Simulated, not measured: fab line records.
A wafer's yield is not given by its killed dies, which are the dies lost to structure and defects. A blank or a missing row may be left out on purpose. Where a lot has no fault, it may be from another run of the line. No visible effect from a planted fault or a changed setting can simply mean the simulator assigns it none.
fab line records	flow sky130
record lots=6	wafers=18	last-day=49
route steps=708 shown DNWELL@41 PWDE@45 NWELL@56 PAD_OPEN@708
lots with no fault: from the same line, run without faults
start-h: start of the lot's first displayed wafer, in hours after the record's first day	wait-h: time in hours since the lot's previous step	" repeats the value in the row above	L1.1+2: several wafers, shown together as one row	- either no value or no given start	* or withheld: withheld	< > ~ a bound
route shown NAME@n: NAME is a module with steps in the file, n the number in the route of the first one	usual: the fault-free wafers' mean and standard deviation	same: alike in all rows	chamber/n: place in a boat	sites: the reading at each site	_std_site: the values' standard deviation	_edge_site: the outer-site mean with the inner-site mean subtracted	radius-mm: how far each site lies from the wafer's centre	mask NAME#n: copy n	behind: the most recent tool/chamber to have shaped the wafer	hold: cause of the lot's hold/its duration in hours/its outcome	device: transistor that didn't switch, given as n, p or np	end of line: the tests these same wafers got at the end of their route	where a step has no rows: the recipe by itself	killed: at the first sort, the dies lost to defects and structure; wafer yield is something else	map: a wafer's dies, marking killed ones x, the rest . and places with no die _
set.NAME: setting as actually run; set.NAME@STEP: the setting as run at that earlier step	model.NAME: the simulator's own value behind a step, which no gauge read
certain route steps with their lots: each step a table, each wafer a row
services: the hour from which a tool's chamber was out of use, counted from the record's first day as start-h (under 0 if before that day), plus the number of hours and why
## steps
# step SKY_DNWELL_DEVELOP_06
# recipe wall-angle-deg=90	developer=TMAH	develop-time-s=60	dev-temp-c=23
# step SKY_DNWELL_IMPLANT_07
# recipe species=P	energy-kev=withheld	dose-cm2=withheld	tilt-deg=withheld
# step SKY_DNWELL_STRIP_08
# recipe chemistry=O2/N2	power-w=1400	pressure-mtorr=1500	platen-temp-c=withheld	o2-flow-sccm=3000	n2-flow-sccm=300	overash-fraction=0.5
# usual drypump-motor-current-A=5.21/0.27	oes-product-au=0.723/0.0048	strip-time-to-endpoint-s=36.90/0.086
lot.wafer	tool	chamber	start-h	wait-h	drypump-motor-current-A	oes-product-au	rf-hours-counter-h	strip-time-to-endpoint-s
L102.2	plasma-asher-01	1	61.71	0.1	5.02	0.716	39	36.93
L102.5	"	0	"	"	5.07	0.729	-	36.89
L102.6	"	1	"	"	5.04	0.724	-	36.85
L107.2	plasma-asher-02	0	91.16	0.1	4.95	0.721	29	36.96
L107.4	"	1	"	"	5.67	0.719	-	36.91
L107.5	"	0	"	"	4.95	0.731	-	37.01
L108.1	plasma-asher-04	0	94.77	0.1	5.10	0.726	39	36.92
L108.2	"	1	"	"	5.39	0.728	39	36.88
L108.5	"	0	"	"	5.08	0.709	-	36.90
L114.1	plasma-asher-01	0	127.41	0.1	5.05	0.728	46	36.97
L114.3	"	1	"	"	5.02	0.725	-	36.98
L114.5	"	0	"	"	5.07	0.721	-	36.91
L117.1	plasma-asher-02	0	142.15	0.1	4.94	0.718	34	36.96
L117.4	"	0	"	"	4.94	0.725	-	37.07
L117.6	"	1	"	"	5.66	0.717	-	36.96
L119.3	plasma-asher-01	0	153.59	0.1	5.08	0.726	-	36.83
L119.4	"	1	"	"	5.03	0.725	-	36.78
L119.5	"	1	"	"	5.01	0.724	-	36.86
# step SKY_DNWELL_TW_MEAS_09
# usual DNWELL_TW=1114/6.2
lot.wafer	tool	chamber	start-h	wait-h	DNWELL_TW
L102.2	film-metro-01	-	61.82	0.1	1116
L102.5	"	-	"	"	1114
L102.6	"	-	"	"	1115
L107.2	film-metro-03	-	91.27	0.1	1114
L107.4	"	-	"	"	1121
L107.5	"	-	"	"	1117
L108.1	film-metro-02	-	94.87	0.1	1108
L108.2	"	-	"	"	1103
L108.5	"	-	"	"	1109
L114.1	film-metro-02	-	127.51	0.1	1107
L114.3	"	-	"	"	1109
L114.5	"	-	"	"	1099
L117.1	film-metro-02	-	142.25	0.1	1112
L117.4	"	-	"	"	1117
L117.6	"	-	"	"	1112
L119.3	film-metro-03	-	153.68	0.1	1118
L119.4	"	-	"	"	1119
L119.5	"	-	"	"	1114
# step SKY_PWDE_DEHYDRATE_00
# recipe temp-c=200	time-s=60
# step SKY_PWDE_HMDS_01
# recipe prime-time-s=60	prime-temp-c=120
# step SKY_PWDE_COAT_02
# recipe spin-rpm=2000	resist-thk-nm=3000
# step SKY_PWDE_SOFTBAKE_03
# recipe temp-c=110	time-s=withheld
# step SKY_PWDE_EXPOSE_04
# recipe mask-id=PWDEM	na=0.6	source-shape=conventional	sigma-outer=0.6	polarization=unpolarized	target-cd-nm=840	dose-mj=214
# step SKY_PWDE_PEB_05
# recipe temp-c=115	time-s=withheld
# step SKY_PWDE_DEVELOP_06
# recipe wall-angle-deg=90	developer=TMAH	develop-time-s=60	dev-temp-c=23
# step SKY_PWDE_OVL_MEAS_07
# usual PWDE_OVL=-1.5/1.5
lot.wafer	tool	chamber	start-h	wait-h	PWDE_OVL[nm]
L102.2	overlay-01	-	78.58	-	-0.7
L102.5	"	-	"	"	-0.5
L102.6	"	-	"	"	-0.9
L107.2	overlay-02	-	108.28	-	-1.5
L107.4	"	-	"	"	-1.9
L107.5	"	-	"	"	-2.6
L108.1	overlay-01	-	112.71	-	-3.3
L108.2	"	-	"	"	-3.6
L108.5	"	-	"	"	-3.3
L114.1	overlay-02	-	146.16	-	0.4
L114.3	"	-	"	"	0.5
L114.5	"	-	"	"	-0.6
L117.1	overlay-02	-	162.11	-	-4.0
L117.4	"	-	"	"	-3.0
L117.6	"	-	"	"	-4.3
L119.3	overlay-02	-	173.59	-	0.3
L119.4	"	-	"	"	-0.2
L119.5	"	-	"	"	0.1
# step SKY_PWDE_IMPLANT_08
# recipe species=B	energy-kev=150	dose-cm2=3.6e+12	tilt-deg=withheld
# usual beam-on-s=9.97/0.2	dose-ions-cm2=3.6e+12/3.6e+09	faraday-current-uA=20.4/0.4
lot.wafer	tool	chamber	start-h	wait-h	beam-on-s	dose-ions-cm2	faraday-current-uA
L102.2	implanter-01	0	78.64	0.0	9.85	3.602e+12	20.7
L102.5	"	0	"	"	9.83	3.6e+12	20.6
L102.6	"	0	"	"	9.61	3.601e+12	21.0
L107.2	implanter-01	0	108.34	0.0	9.88	4.574e+12	26.1
L107.4	"	0	"	"	9.83	4.579e+12	26.2
L107.5	"	0	"	"	9.73	4.576e+12	26.6
L108.1	implanter-01	0	112.75	0.0	10.18	4.577e+12	25.4
L108.2	"	0	"	"	9.77	4.581e+12	26.4
L108.5	"	0	"	"	10.19	4.579e+12	25.3
L114.1	implanter-04	0	146.20	0.0	9.53	3.605e+12	21.3
L114.3	"	0	"	"	9.95	3.603e+12	20.4
L114.5	"	0	"	"	9.77	3.603e+12	20.8
L117.1	implanter-04	0	162.15	0.0	9.96	3.597e+12	20.4
L117.4	"	0	"	"	9.68	3.599e+12	21.0
L117.6	"	0	"	"	9.77	3.604e+12	20.7
L119.3	implanter-04	0	173.66	0.1	9.78	3.595e+12	20.7
L119.4	"	0	"	"	9.85	3.593e+12	20.6
L119.5	"	0	"	"	10.17	3.597e+12	19.9
# step SKY_PWDE_STRIP_09
# recipe chemistry=O2/N2	power-w=1400	pressure-mtorr=1500	platen-temp-c=withheld	o2-flow-sccm=3000	n2-flow-sccm=300	overash-fraction=0.5
# usual drypump-motor-current-A=5.4/0.41	oes-product-au=0.722/0.0043	strip-time-to-endpoint-s=36.93/0.088
lot.wafer	tool	chamber	start-h	wait-h	drypump-motor-current-A	oes-product-au	rf-hours-counter-h	strip-time-to-endpoint-s
L102.2	plasma-asher-02	0	78.76	0.1	4.9	0.721	27	36.91
L102.5	"	1	"	"	5.7	0.725	-	36.88
L102.6	"	0	"	"	4.9	0.722	-	37.00
L107.2	plasma-asher-02	1	108.46	0.1	5.7	0.723	30	37.12
L107.4	"	0	"	"	4.9	0.721	-	37.07
L107.5	"	0	"	"	4.9	0.722	-	36.98
L108.1	plasma-asher-02	0	112.90	0.1	4.9	0.720	31	37.05
L108.2	"	1	"	"	5.7	0.727	31	37.00
L108.5	"	1	"	"	5.7	0.722	-	36.90
L114.1	plasma-asher-02	0	146.35	0.1	4.9	0.724	35	37.01
L114.3	"	0	"	"	4.9	0.723	-	36.96
L114.5	"	1	"	"	5.6	0.724	-	36.93
L117.1	plasma-asher-03	1	162.30	0.1	5.3	0.719	47	36.87
L117.4	"	1	"	"	5.3	0.725	-	36.81
L117.6	"	1	"	"	5.3	0.714	-	36.79
L119.3	plasma-asher-02	0	173.80	0.1	4.9	0.725	-	36.78
L119.4	"	1	"	"	5.7	0.722	-	36.74
L119.5	"	0	"	"	5.0	0.724	-	36.74
# step SKY_PWDE_TW_MEAS_10
# usual PWDE_TW=374.4/1.9
lot.wafer	tool	chamber	start-h	wait-h	PWDE_TW
L102.2	film-metro-02	-	78.87	0.1	371.6
L102.5	"	-	"	"	371.7
L102.6	"	-	"	"	370.6
L107.2	film-metro-01	-	108.57	0.1	402.7
L107.4	"	-	"	"	402.9
L107.5	"	-	"	"	402.6
L108.1	film-metro-03	-	113.00	0.1	405.1
L108.2	"	-	"	"	404.8
L108.5	"	-	"	"	403.9
L114.1	film-metro-03	-	146.45	0.1	376.5
L114.3	"	-	"	"	375.9
L114.5	"	-	"	"	376.2
L117.1	film-metro-03	-	162.40	0.1	376.1
L117.4	"	-	"	"	375.2
L117.6	"	-	"	"	376.9
L119.3	film-metro-01	-	173.88	0.1	374.8
L119.4	"	-	"	"	374.1
L119.5	"	-	"	"	374.6
# step SKY_NWELL_DEHYDRATE_03
# recipe temp-c=200	time-s=60
# step SKY_NWELL_HMDS_04
# recipe prime-time-s=60	prime-temp-c=120
# step SKY_NWELL_COAT_05
# recipe spin-rpm=2000	resist-thk-nm=3000
# step SKY_NWELL_SOFTBAKE_06
# recipe temp-c=110	time-s=withheld
# step SKY_NWELL_EXPOSE_07
# recipe mask-id=NWM	na=0.6	source-shape=conventional	sigma-outer=0.6	polarization=unpolarized	target-cd-nm=840	dose-mj=255
# step SKY_NWELL_PEB_08
# recipe temp-c=115	time-s=withheld
# step SKY_NWELL_DEVELOP_09
# recipe wall-angle-deg=90	developer=TMAH	develop-time-s=60	dev-temp-c=23
# step SKY_NWELL_OVL_MEAS_10
# usual NWELL_00_OVL=-0.6/1.5
lot.wafer	tool	chamber	start-h	wait-h	NWELL_00_OVL[nm]
L102.2	overlay-02	-	95.97	-	-0.2
L102.5	"	-	"	"	1.0
L102.6	"	-	"	"	0.6
L107.2	overlay-02	-	126.92	-	-2.7
L107.4	"	-	"	"	-0.7
L107.5	"	-	"	"	-3.0
L108.1	overlay-02	-	130.98	-	-2.2
L108.2	"	-	"	"	-1.5
L108.5	"	-	"	"	0.3
L114.1	overlay-02	-	166.36	-	-0.3
L114.3	"	-	"	"	-1.6
L114.5	"	-	"	"	-1.3
L117.1	overlay-02	-	182.46	-	1.5
L117.4	"	-	"	"	1.6
L117.6	"	-	"	"	0.8
L119.3	overlay-02	-	194.53	-	-3.6
L119.4	"	-	"	"	-3.5
L119.5	"	-	"	"	-2.0
# step SKY_NWELL_IMPLANT_11
# recipe species=P	energy-kev=400	dose-cm2=1.9e+13	tilt-deg=withheld
# step SKY_NWELL_IMPLANT_12
# recipe species=P	energy-kev=120	dose-cm2=1.3e+12	tilt-deg=withheld
# step SKY_NWELL_IMPLANT_13
# recipe species=P	energy-kev=50	dose-cm2=7e+11	tilt-deg=withheld
# step SKY_NWELL_STRIP_14
# recipe chemistry=O2/N2	power-w=1400	pressure-mtorr=1500	platen-temp-c=withheld	o2-flow-sccm=3000	n2-flow-sccm=300	overash-fraction=0.5
# usual drypump-motor-current-A=5.5/0.41	oes-product-au=0.722/0.0047	strip-time-to-endpoint-s=36.94/0.12
lot.wafer	tool	chamber	start-h	wait-h	drypump-motor-current-A	oes-product-au	rf-hours-counter-h	strip-time-to-endpoint-s
L102.2	plasma-asher-03	0	96.45	0.1	6.1	0.722	40	36.98
L102.5	"	0	"	"	6.1	0.725	-	36.88
L102.6	"	1	"	"	5.3	0.723	-	36.91
L107.2	plasma-asher-03	0	127.40	0.1	6.1	0.727	44	37.00
L107.4	"	0	"	"	6.1	0.717	-	36.99
L107.5	"	1	"	"	5.4	0.718	-	36.88
L108.1	plasma-asher-02	0	131.46	0.1	4.9	0.730	33	37.17
L108.2	"	1	"	"	5.7	0.722	33	37.06
L108.5	"	1	"	"	5.7	0.715	-	37.09
L114.1	plasma-asher-03	1	166.85	0.1	5.3	0.722	48	36.93
L114.3	"	0	"	"	6.1	0.718	-	36.96
L114.5	"	0	"	"	6.1	0.721	-	36.97
L117.1	plasma-asher-03	1	182.95	0.1	5.3	0.728	50	36.89
L117.4	"	0	"	"	6.1	0.718	-	36.84
L117.6	"	0	"	"	6.1	0.729	-	36.97
L119.3	plasma-asher-03	1	195.04	0.1	5.3	0.720	-	36.86
L119.4	"	0	"	"	6.1	0.720	-	36.81
L119.5	"	0	"	"	6.1	0.720	-	36.78
# step SKY_NWELL_TW_MEAS_15
# usual NWELL_TW=1821/11
lot.wafer	tool	chamber	start-h	wait-h	NWELL_TW
L102.2	film-metro-03	-	96.56	0.1	1827
L102.5	"	-	"	"	1829
L102.6	"	-	"	"	1832
L107.2	film-metro-01	-	127.51	0.1	1816
L107.4	"	-	"	"	1810
L107.5	"	-	"	"	1811
L108.1	film-metro-01	-	131.56	0.1	1808
L108.2	"	-	"	"	1807
L108.5	"	-	"	"	1806
L114.1	film-metro-02	-	166.95	0.1	1819
L114.3	"	-	"	"	1805
L114.5	"	-	"	"	1819
L117.1	film-metro-03	-	183.05	0.1	1839
L117.4	"	-	"	"	1849
L117.6	"	-	"	"	1837
L119.3	film-metro-01	-	195.12	0.1	1810
L119.4	"	-	"	"	1821
L119.5	"	-	"	"	1829
# step SKY_NWELL_DEHYDRATE_16
# recipe temp-c=200	time-s=60
# step SKY_NWELL_HMDS_17
# recipe prime-time-s=60	prime-temp-c=120
# step SKY_NWELL_COAT_18
# recipe spin-rpm=2000	resist-thk-nm=3000
# step SKY_NWELL_SOFTBAKE_19
# recipe temp-c=110	time-s=withheld
# step SKY_NWELL_EXPOSE_20
# recipe mask-id=NWM_COMPLEMENT	na=0.6	source-shape=conventional	sigma-outer=0.6	polarization=unpolarized	target-cd-nm=840	dose-mj=260
# step SKY_NWELL_PEB_21
# recipe temp-c=115	time-s=withheld
# step SKY_NWELL_DEVELOP_22
# recipe wall-angle-deg=90	developer=TMAH	develop-time-s=60	dev-temp-c=23
# step SKY_NWELL_OVL_MEAS_23
# usual NWELL_01_OVL=-0.2/1.6
lot.wafer	tool	chamber	start-h	wait-h	NWELL_01_OVL[nm]
L102.2	overlay-01	-	114.87	-	-1.5
L102.5	"	-	"	"	-3.3
L102.6	"	-	"	"	-2.3
L107.2	overlay-02	-	146.38	-	-2.1
L107.4	"	-	"	"	-2.4
L107.5	"	-	"	"	-1.4
L108.1	overlay-01	-	150.97	-	2.2
L108.2	"	-	"	"	2.0
L108.5	"	-	"	"	3.9
L114.1	overlay-01	-	186.81	-	-1.5
L114.3	"	-	"	"	-2.0
L114.5	"	-	"	"	-1.8
L117.1	overlay-01	-	203.72	-	-0.8
L117.4	"	-	"	"	-1.2
L117.6	"	-	"	"	-0.5
L119.3	overlay-01	-	215.78	-	1.7
L119.4	"	-	"	"	2.2
L119.5	"	-	"	"	1.9
# step SKY_NWELL_IMPLANT_24
# recipe species=B	energy-kev=140	dose-cm2=9.2e+12	tilt-deg=withheld
# step SKY_NWELL_STRIP_25
# recipe chemistry=O2/N2	power-w=1400	pressure-mtorr=1500	platen-temp-c=withheld	o2-flow-sccm=3000	n2-flow-sccm=300	overash-fraction=0.5
# usual drypump-motor-current-A=5.5/0.38	oes-product-au=0.722/0.0051	strip-time-to-endpoint-s=36.91/0.11
lot.wafer	tool	chamber	start-h	wait-h	drypump-motor-current-A	oes-product-au	rf-hours-counter-h	strip-time-to-endpoint-s
L102.2	plasma-asher-02	1	115.05	0.1	5.7	0.716	31	37.15
L102.5	"	1	"	"	5.7	0.718	-	37.04
L102.6	"	0	"	"	5.0	0.727	-	37.09
L107.2	plasma-asher-04	1	146.56	0.1	5.4	0.717	1	37.10
L107.4	"	0	"	"	5.1	0.716	-	37.09
L107.5	"	1	"	"	5.4	0.730	-	36.98
L108.1	plasma-asher-03	1	151.15	0.1	5.3	0.724	46	36.74
L108.2	"	0	"	"	6.1	0.728	46	36.97
L108.5	"	0	"	"	6.1	0.726	-	36.93
L114.1	plasma-asher-04	1	187.00	0.1	5.4	0.725	5	36.79
L114.3	"	0	"	"	5.1	0.732	-	36.74
L114.5	"	1	"	"	5.4	0.724	-	36.82
L117.1	plasma-asher-03	0	203.90	0.1	6.1	0.720	52	36.81
L117.4	"	0	"	"	6.1	0.718	-	36.69
L117.6	"	1	"	"	5.3	0.725	-	36.74
L119.3	plasma-asher-02	1	215.99	0.1	5.7	0.731	-	36.87
L119.4	"	0	"	"	4.9	0.720	-	36.81
L119.5	"	1	"	"	5.7	0.728	-	36.83
# step SKY_NWELL_TW_MEAS_26
# usual NWELL_2_TW=497/3.1
lot.wafer	tool	chamber	start-h	wait-h	NWELL_2_TW
L102.2	film-metro-02	-	115.16	0.1	492
L102.5	"	-	"	"	491
L102.6	"	-	"	"	493
L107.2	film-metro-02	-	146.67	0.1	496
L107.4	"	-	"	"	496
L107.5	"	-	"	"	497
L108.1	film-metro-02	-	151.25	0.1	500
L108.2	"	-	"	"	498
L108.5	"	-	"	"	495
L114.1	film-metro-01	-	187.10	0.1	495
L114.3	"	-	"	"	495
L114.5	"	-	"	"	497
L117.1	film-metro-02	-	204.00	0.1	496
L117.4	"	-	"	"	494
L117.6	"	-	"	"	494
L119.3	film-metro-03	-	216.07	0.1	503
L119.4	"	-	"	"	499
L119.5	"	-	"	"	501
# step SKY_NWELL_CLEAN_27
# recipe chemistry=SC1/SC2	mix=1:4:20	temp-c=70	time-s=150	dry=n2-spin
# step SKY_NWELL_RTA_28
# recipe temp-c=1050	time-s=30	idle-temp-c=650	ramp-up-c-per-s=150	ramp-down-c-per-s=90	ambient=N2
# usual lamp-power-pct=25.31/0.058	wafer_temp_C_max=1054.9/1.1
lot.wafer	tool	chamber	start-h	wait-h	lamp-power-pct	wafer_temp_C_max
L102.2	rtp-anneal-01	0	115.27	0.0	25.28	1054.2
L102.5	"	0	"	"	25.16	1054.3
L102.6	"	0	"	"	25.30	1054.8
L107.2	rtp-anneal-02	0	146.80	0.0	25.31	1054.3
L107.4	"	0	"	"	25.44	1053.7
L107.5	"	0	"	"	25.36	1054.2
L108.1	rtp-anneal-02	0	151.37	0.0	25.37	1054.4
L108.2	"	0	"	"	25.45	1054.8
L108.5	"	0	"	"	25.30	1056.6
L114.1	rtp-anneal-01	0	187.21	0.0	25.42	1057.6
L114.3	"	0	"	"	25.30	1057.2
L114.5	"	0	"	"	25.26	1055.9
L117.1	rtp-anneal-01	0	204.11	0.0	25.34	1055.6
L117.4	"	0	"	"	25.26	1054.7
L117.6	"	0	"	"	25.30	1054.3
L119.3	rtp-anneal-01	0	216.20	0.0	25.32	1056.7
L119.4	"	0	"	"	25.36	1054.4
L119.5	"	0	"	"	25.31	1055.2
# step SKY_NWELL_RS_MEAS_29
# recipe thk-meas-gauge=four-point-probe
# usual NWELL_RS=624.8/1.5
lot.wafer	tool	chamber	start-h	wait-h	NWELL_RS[ohm/sq]
L102.2	film-metro-02	-	115.38	0.1	625.5
L102.5	"	-	"	"	624.5
L102.6	"	-	"	"	624.8
L107.2	film-metro-01	-	146.90	0.1	622.8
L107.4	"	-	"	"	623.8
L107.5	"	-	"	"	624.1
L108.1	film-metro-03	-	151.57	0.2	625.0
L108.2	"	-	"	"	622.8
L108.5	"	-	"	"	623.0
L114.1	film-metro-03	-	187.41	0.2	626.5
L114.3	"	-	"	"	625.8
L114.5	"	-	"	"	623.4
L117.1	film-metro-01	-	204.21	0.1	624.2
L117.4	"	-	"	"	626.4
L117.6	"	-	"	"	625.7
L119.3	film-metro-01	-	216.30	0.1	626.6
L119.4	"	-	"	"	623.4
L119.5	"	-	"	"	624.4
# step SKY_NWELL_RS_MEAS_31
# recipe thk-meas-gauge=four-point-probe
# usual PWDE_RS=5280/19
lot.wafer	tool	chamber	start-h	wait-h	PWDE_RS[ohm/sq]
L102.2	film-metro-02	-	115.62	0.1	5279
L102.5	"	-	"	"	5277
L102.6	"	-	"	"	5283
L107.2	film-metro-01	-	147.14	0.1	4373
L107.4	"	-	"	"	4366
L107.5	"	-	"	"	4370
L108.1	film-metro-03	-	151.81	0.1	4380
L108.2	"	-	"	"	4381
L108.5	"	-	"	"	4373
L114.1	film-metro-03	-	187.65	0.1	5271
L114.3	"	-	"	"	5279
L114.5	"	-	"	"	5285
L117.1	film-metro-01	-	204.45	0.1	5293
L117.4	"	-	"	"	5285
L117.6	"	-	"	"	5289
L119.3	film-metro-01	-	216.54	0.1	5271
L119.4	"	-	"	"	5259
L119.5	"	-	"	"	5271
# step SKY_PAD_OPEN_PROBE_99
# usual killed_at_M0_to_M3=44/7.3	killed_at_M4_up=3.0/1.9	killed-at-contacts=24/5	killed-at-front-end=16/4.5	killed-at-other=0.3/0.46	killed-dies=87/10	killed-open=47/8.3	killed-short=39/6.4
# same gross-dies=492	killed-at-back-side=0
lot.wafer	tool	chamber	start-h	wait-h	killed_at_M0_to_M3	killed_at_M4_up	killed-at-contacts	killed-at-front-end	killed-at-other	killed-dies	killed-open	killed-short	model.etest.res_p_drift_20v.line-ohm-um	model.etest.res_p_drift_20v.rs-ohm-sq	model.etest.res-pwde-under-gate.rs-ohm-sq
L102.2	prober-01	-	1088.80	0.1	51	4	15	19	1	90	45	45	1.129e+04	9458	6203
L102.5	prober-01	-	1088.95	0.2	44	1	25	15	0	85	48	37	1.12e+04	9292	6155
L102.6	prober-01	-	1089.00	0.2	51	4	22	14	0	91	53	38	1.108e+04	9260	6182
L107.2	prober-01	-	1114.30	0.1	31	4	24	13	0	72	37	35	9721	8171	4972
L107.4	prober-01	-	1114.40	0.2	49	2	21	13	1	86	38	48	9494	8010	4947
L107.5	prober-01	-	1114.45	0.2	48	2	23	13	0	86	58	28	9336	7775	4954
L108.1	prober-01	-	1122.75	0.1	40	2	27	14	0	83	43	40	9245	7766	4940
L108.2	prober-01	-	1122.80	0.1	45	2	21	13	1	82	35	47	9390	7948	4924
L108.5	prober-01	-	1122.95	0.2	49	4	21	15	0	89	38	51	9189	7834	4943
L114.1	prober-02	-	1149.18	0.1	41	1	26	9	1	78	45	33	1.142e+04	9583	6189
L114.3	prober-02	-	1149.28	0.2	47	4	33	13	0	97	61	36	1.191e+04	9767	6190
L114.5	prober-02	-	1149.38	0.2	49	8	18	19	1	95	50	45	1.14e+04	9525	6190
L117.1	prober-02	-	1173.00	0.1	51	6	15	8	0	80	38	42	1.135e+04	9414	6229
L117.4	prober-02	-	1173.15	0.2	43	2	21	20	0	86	42	44	1.136e+04	9540	6256
L117.6	prober-02	-	1173.25	0.2	42	3	18	19	1	83	42	41	1.144e+04	9563	6255
L119.3	prober-02	-	1177.88	0.2	35	3	25	12	0	75	45	30	1.189e+04	9868	6207
L119.4	prober-02	-	1177.93	0.2	35	4	27	13	0	79	43	36	1.211e+04	1.014e+04	6119
L119.5	prober-02	-	1177.98	0.2	38	3	21	15	0	77	35	42	1.256e+04	1.035e+04	6145
# killed by level:class
L102.2 VIA1:geometric-particle:open=9 VIA3:geometric-particle:open=8 METAL2:geometric-particle:short=8 FIELD_ISO:geometric-particle:open=7 FIELD_ISO:geometric-particle:short=6 VIA2:geometric-particle:open=6 VIA3:geometric-particle:short=4 CONTACT:geometric-particle:short=4
L102.5 VIA3:geometric-particle:open=9 VIA1:geometric-particle:open=8 VIA2:geometric-particle:open=7 CONTACT:geometric-particle:open=6 FIELD_ISO:geometric-particle:open=5 LOCAL_INTERCONNECT:geometric-particle:short=5 LOCAL_INTERCONNECT:geometric-particle:open=5 CONTACT:geometric-particle:short=5
L102.6 VIA2:geometric-particle:open=12 LI_CONTACT:geometric-particle:open=8 VIA1:geometric-particle:short=8 VIA3:geometric-particle:open=8 VIA3:geometric-particle:short=6 FIELD_ISO:geometric-particle:open=5 METAL3:geometric-particle:short=4 POLY_GATE:geometric-particle:open=4
L107.2 LI_CONTACT:geometric-particle:open=8 CONTACT:geometric-particle:open=6 VIA1:geometric-particle:short=6 CONTACT:geometric-particle:short=5 LOCAL_INTERCONNECT:geometric-particle:short=4 VIA1:geometric-particle:open=4 VIA3:geometric-particle:open=4 FIELD_ISO:geometric-particle:short=3
L107.4 VIA1:geometric-particle:open=15 CONTACT:geometric-particle:short=8 METAL1:geometric-particle:short=6 VIA1:geometric-particle:short=6 METAL2:geometric-particle:short=5 FIELD_ISO:geometric-particle:short=4 VIA2:geometric-particle:open=4 LI_CONTACT:geometric-particle:short=4
L107.5 VIA1:geometric-particle:open=12 LI_CONTACT:geometric-particle:open=10 CONTACT:geometric-particle:open=8 VIA2:geometric-particle:open=7 METAL2:geometric-particle:short=6 VIA3:geometric-particle:open=6 SPACER:geometric-particle:open=5 LOCAL_INTERCONNECT:geometric-particle:short=5
L108.1 VIA3:geometric-particle:open=10 LI_CONTACT:geometric-particle:open=8 CONTACT:geometric-particle:open=8 VIA1:geometric-particle:short=7 VIA1:geometric-particle:open=7 POLY_GATE:geometric-particle:short=5 LOCAL_INTERCONNECT:geometric-particle:short=5 CONTACT:geometric-particle:short=5
L108.2 VIA1:geometric-particle:short=12 VIA1:geometric-particle:open=7 CONTACT:geometric-particle:open=7 METAL2:geometric-particle:short=7 FIELD_ISO:geometric-particle:short=5 LI_CONTACT:geometric-particle:open=5 CONTACT:geometric-particle:short=5 VIA2:geometric-particle:open=5
L108.5 VIA1:geometric-particle:open=9 METAL2:geometric-particle:short=8 CONTACT:geometric-particle:open=7 VIA2:geometric-particle:open=6 METAL1:geometric-particle:short=6 VIA1:geometric-particle:short=6 CONTACT:geometric-particle:short=5 METAL3:geometric-particle:short=5
L114.1 CONTACT:geometric-particle:open=13 LI_CONTACT:geometric-particle:open=8 VIA2:geometric-particle:open=7 VIA1:geometric-particle:open=6 VIA3:geometric-particle:open=6 METAL2:geometric-particle:short=6 FIELD_ISO:geometric-particle:short=4 POLY_GATE:geometric-particle:short=4
L114.3 CONTACT:geometric-particle:open=15 LI_CONTACT:geometric-particle:open=10 VIA2:geometric-particle:open=8 VIA1:geometric-particle:open=7 VIA3:geometric-particle:open=7 VIA1:geometric-particle:short=5 METAL1:geometric-particle:short=4 METAL2:geometric-particle:short=4
L114.5 VIA1:geometric-particle:open=10 VIA1:geometric-particle:short=8 CONTACT:geometric-particle:open=8 VIA3:geometric-particle:open=7 POLY_GATE:geometric-particle:open=6 VIA2:geometric-particle:open=6 METAL4:geometric-particle:short=6 LI_CONTACT:geometric-particle:open=5
L117.1 VIA2:geometric-particle:open=9 METAL1:geometric-particle:short=9 VIA1:geometric-particle:open=8 METAL2:geometric-particle:short=8 CONTACT:geometric-particle:open=6 VIA3:geometric-particle:open=6 VIA1:geometric-particle:short=6 METAL4:geometric-particle:short=5
L117.4 CONTACT:geometric-particle:open=10 VIA1:geometric-particle:open=10 METAL2:geometric-particle:short=9 FIELD_ISO:geometric-particle:short=7 VIA1:geometric-particle:short=6 VIA2:geometric-particle:open=6 CONTACT:geometric-particle:short=5 FIELD_ISO:geometric-particle:open=4
L117.6 VIA1:geometric-particle:open=12 METAL1:geometric-particle:short=9 CONTACT:geometric-particle:open=9 FIELD_ISO:geometric-particle:open=6 POLY_GATE:geometric-particle:short=5 VIA1:geometric-particle:short=4 METAL2:geometric-particle:short=4 VIA3:geometric-particle:open=4
L119.3 VIA1:geometric-particle:open=10 CONTACT:geometric-particle:short=8 LI_CONTACT:geometric-particle:open=7 CONTACT:geometric-particle:open=7 VIA2:geometric-particle:open=7 POLY_GATE:geometric-particle:short=4 METAL1:geometric-particle:short=4 VIA1:geometric-particle:short=3
L119.4 CONTACT:geometric-particle:open=11 VIA1:geometric-particle:open=7 POLY_GATE:geometric-particle:short=6 LI_CONTACT:geometric-particle:open=6 VIA2:geometric-particle:open=6 CONTACT:geometric-particle:short=5 POLY_GATE:geometric-particle:open=4 METAL2:geometric-particle:short=4
L119.5 VIA1:geometric-particle:open=8 VIA1:geometric-particle:short=7 CONTACT:geometric-particle:open=6 LI_CONTACT:geometric-particle:short=5 VIA2:geometric-particle:open=5 FIELD_ISO:geometric-particle:open=4 LI_CONTACT:geometric-particle:open=4 CONTACT:geometric-particle:short=4
## services
tool	chamber	start-h	hours	kind
implanter-01	-	50.18	3.4	repair
implanter-01	-	91.80	2.8	repair
plasma-asher-04	-	108.75	9.0	pm
plasma-asher-04	0	108.75	9.0	vent-cycle
plasma-asher-04	1	108.75	9.0	vent-cycle
plasma-asher-04	0	117.75	-	clean
plasma-asher-04	1	117.75	-	clean
plasma-asher-04	-	120.03	15.6	pm
implanter-01	-	139.97	4.0	repair
plasma-asher-02	-	145.49	0.8	repair
implanter-01	-	146.63	3.8	repair
implanter-01	-	189.25	6.6	pm
plasma-asher-04	-	190.68	2.8	pm
rtp-anneal-01	-	191.78	4.5	pm
implanter-01	-	202.40	3.2	repair
plasma-asher-02	-	203.49	2.8	pm
## key
first-sign step=SKY_PWDE_IMPLANT_08	reading=dose-ions-cm2	direction=up	sigmas=99+	usual=*	struck=*
effect step=SKY_PWDE_IMPLANT_08	reading=faraday-current-uA	direction=up	sigmas=14	usual=20.4	struck=26.0
effect step=SKY_PWDE_TW_MEAS_10	reading=PWDE_TW	direction=up	sigmas=16	usual=374.4	struck=403.7
effect step=SKY_NWELL_RS_MEAS_31	reading=PWDE_RS	direction=down	sigmas=47	usual=5280	struck=4374
model-effect step=SKY_PAD_OPEN_PROBE_99	value=etest.res_p_drift_20v.line-ohm-um	without=1.166e+04	struck=9396
met-at SKY_PWDE_IMPLANT_08
struck-wafers L107.2,L107.4,L107.5,L108.1,L108.2,L108.5
tester-left-out L107,L108
onset-between 78.64 108.34
fault kind=process-parameter-drift	tool=implanter-01	chamber=-	onset-h=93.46	steps=SKY_PWDE_IMPLANT_08	channel=dose-cm2	offset=*	shape=step	end-h=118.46	acts-in=*	stated=*
# tester-left-out: of these lots the tester's yield and bins aren't shown, on N5 and GAA mostly nor the transistor test; their killed dies are dies lost to structure and defects alone, not to doping, threshold or leakage, so they don't give the yield
